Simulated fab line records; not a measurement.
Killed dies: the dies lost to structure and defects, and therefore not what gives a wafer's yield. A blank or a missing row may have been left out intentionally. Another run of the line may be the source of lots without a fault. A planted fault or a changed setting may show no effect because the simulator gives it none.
Lot-split experiment -- flow gf180mcu -- route with 602 steps; 5 lots, 23 wafers read

== ON THE SPLIT ==
At GF_VT_IMPLANT_WET_ETCH_50 (etches SiO2 in dHF, target depth 20 nm, time 400 s), the setting time s was moved away from the recipe's 400 s on 15 of the 23 wafers read, by -12.2% to -8.1%. All remaining wafers had this setting at the recipe value.

The reading is taken at the split's own step.

== THE READING ==
SiO2_of_STI_CVD_23.thk nm (the simulator's own value, which no gauge read), in nm, at GF_VT_IMPLANT_WET_ETCH_50 (etches SiO2 in dHF, target depth 20 nm, time 400 s). The file does not state a usual value for it. Here, 8 wafers ran the recipe; their average is 379.9 nm with a standard deviation of 0.93 nm.

wafer,"tool, chamber at the split","time s as run, s",against the recipe,"SiO2_of_STI_CVD_23.thk nm, nm",against lot-mates on the recipe
L075.1,"-, -",360.3,-9.9%,382.1,no lot-mate on the recipe
L075.2,"-, -",360.3,-9.9%,382.6,no lot-mate on the recipe
L075.6,"-, -",360.3,-9.9%,382.6,no lot-mate on the recipe
L075.3,"-, -",360.3,-9.9%,383.9,no lot-mate on the recipe
L075.5,"-, -",360.3,-9.9%,381.8,no lot-mate on the recipe
L076.1,"-, -",351.4,-12.2%,383.4,no lot-mate on the recipe
L076.2,"-, -",351.4,-12.2%,383.4,no lot-mate on the recipe
L076.3,"-, -",351.4,-12.2%,383.4,no lot-mate on the recipe
L076.5,"-, -",351.4,-12.2%,382.2,no lot-mate on the recipe
L076.6,"-, -",351.4,-12.2%,382.5,no lot-mate on the recipe
L079.1,"-, -",400,recipe,379.4,-
L079.2,"-, -",400,recipe,380,-
L079.3,"-, -",400,recipe,379,-
L079.4,"-, -",400,recipe,379.1,-
L079.5,"-, -",400,recipe,378.7,-
L080.1,"wet bench-01, 2",400,recipe,381.3,-
L080.2,"wet bench-01, 2",400,recipe,381.1,-
L080.6,"wet bench-01, 2",400,recipe,380.5,-
L085.1,"-, -",367.8,-8.1%,382.4,no lot-mate on the recipe
L085.2,"-, -",367.8,-8.1%,380.8,no lot-mate on the recipe
L085.4,"-, -",367.8,-8.1%,381.8,no lot-mate on the recipe
L085.5,"-, -",367.8,-8.1%,381.7,no lot-mate on the recipe
L085.6,"-, -",367.8,-8.1%,382.2,no lot-mate on the recipe

THE FIT
A straight line over all 23 wafers: SiO2_of_STI_CVD_23.thk nm changes by -0.258 nm for each +1% of time s; r = -0.87; the points scatter about the line by 0.78 nm.
Too few moved wafers with a lot-mate on the recipe to fit a line net of each lot's own level.

== THE FILE'S OWN FIT ==
SiO2_of_STI_CVD_23.thk nm changes by -0.259 nm for each +1% of time s, r = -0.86.
